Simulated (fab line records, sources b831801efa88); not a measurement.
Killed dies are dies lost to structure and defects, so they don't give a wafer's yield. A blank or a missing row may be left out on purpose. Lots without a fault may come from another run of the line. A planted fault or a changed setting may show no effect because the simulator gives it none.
Which tool did it? | flow sfq_line | 15 lots, 45 wafers sampled, at 1 step of a route of 325

WHAT THE GAUGES READ, wafer by wafer
The record holds no reading of a measuring or inspecting step that can be judged against a usual standard deviation.

WHICH TOOL RAN EACH LOT (tool, then ch and the chambers of the sampled wafers, then the start)
lot  | SFQ_TRILAYER_M6_LITHO_COAT_159
L116 | litho_track-02 ch 0, day 67 15:41
L119 | litho_track-01 ch 0, day 68 09:47
L120 | litho_track-03 ch 0, day 68 11:04
L121 | litho_track-03 ch 0, day 68 16:02
L122 | litho_track-03 ch 0, day 69 03:45
L123 | litho_track-02 ch 0, day 70 04:01
L125 | litho_track-02 ch 0, day 71 08:05
L129 | litho_track-01 ch 0, day 71 20:29
L130 | litho_track-03 ch 0, day 71 23:58
L132 | litho_track-03 ch 0, day 72 13:04
L133 | litho_track-03 ch 0, day 73 01:07
L134 | litho_track-02 ch 0, day 73 08:26
L135 | litho_track-01 ch 0, day 73 14:26
L136 | litho_track-02 ch 0, day 73 17:59
L137 | litho_track-02 ch 0, day 73 21:53
- SFQ_TRILAYER_M6_LITHO_COAT_159: resist thk 600 nm.

WHAT THE TOOLS THEMSELVES READ (means of the sampled wafers that have a number; where no wafer has one, the mark that the record gives instead)
SFQ_TRILAYER_M6_LITHO_COAT_159. Usual: spin_speed_rpm 2999.9 rpm, standard deviation 1.9.
lot  | tool           | spin_speed_rpm (rpm) | flag
L116 | litho_track-02 | 3000.1               |
L119 | litho_track-01 | 3002.2               |
L120 | litho_track-03 | 3000.1               |
L121 | litho_track-03 | 3000.3               |
L122 | litho_track-03 | 2997.9               |
L123 | litho_track-02 | 3002.7               |
L125 | litho_track-02 | 3001.6               |
L129 | litho_track-01 | 3000.4               |
L130 | litho_track-03 | 4060.4               | OFF
L132 | litho_track-03 | 4062.3               | OFF
L133 | litho_track-03 | 4059.8               | OFF
L134 | litho_track-02 | 2999.7               |
L135 | litho_track-01 | 2997.3               |
L136 | litho_track-02 | 3000.5               |
L137 | litho_track-02 | 3000.0               |

THE ANSWER, worked out from the rows above alone
Rule: a lot is off if the mean of its wafers that have a number lies more than 3 standard deviations from the usual mean. A lot without any number at a reading at which 4 lots or more have one is off too. The other lots that the step has rows for count as sound. The gauges are gone through in route order, then the tools' own readings, and for those a lot's mean is taken as printed above. The first step at which some lot is off is used, and at that step the reading that is off furthest; a lot without a number counts as furthest.
Off: L130, L132, L133, at SFQ_TRILAYER_M6_LITHO_COAT_159 (spin_speed_rpm).
A tool fits if, at that step or a process step before it, it ran every lot that is off, and no sound lot after the first of them. One fits: litho_track-03 at SFQ_TRILAYER_M6_LITHO_COAT_159. Its last sound lot is L122 (day 69 03:45), its first lot that is off L130 (day 71 23:58): a fault that began between those two fits.
The tool's own readings at SFQ_TRILAYER_M6_LITHO_COAT_159 bear it out: on the lots that are off they differ by more than 5 times the standard deviation of the sound lots' means. spin_speed_rpm reads 4060.8 rpm there against 3000.2 rpm on the sound lots.

WHAT THE SIMULATOR HAD PUT IN
Process parameter drift: litho_track-03, from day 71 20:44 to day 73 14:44, at SFQ_TRILAYER_M6_LITHO_COAT_159. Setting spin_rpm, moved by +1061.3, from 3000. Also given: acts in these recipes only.
Lots struck among those shown: L130, L132, L133. The rule above found the same.
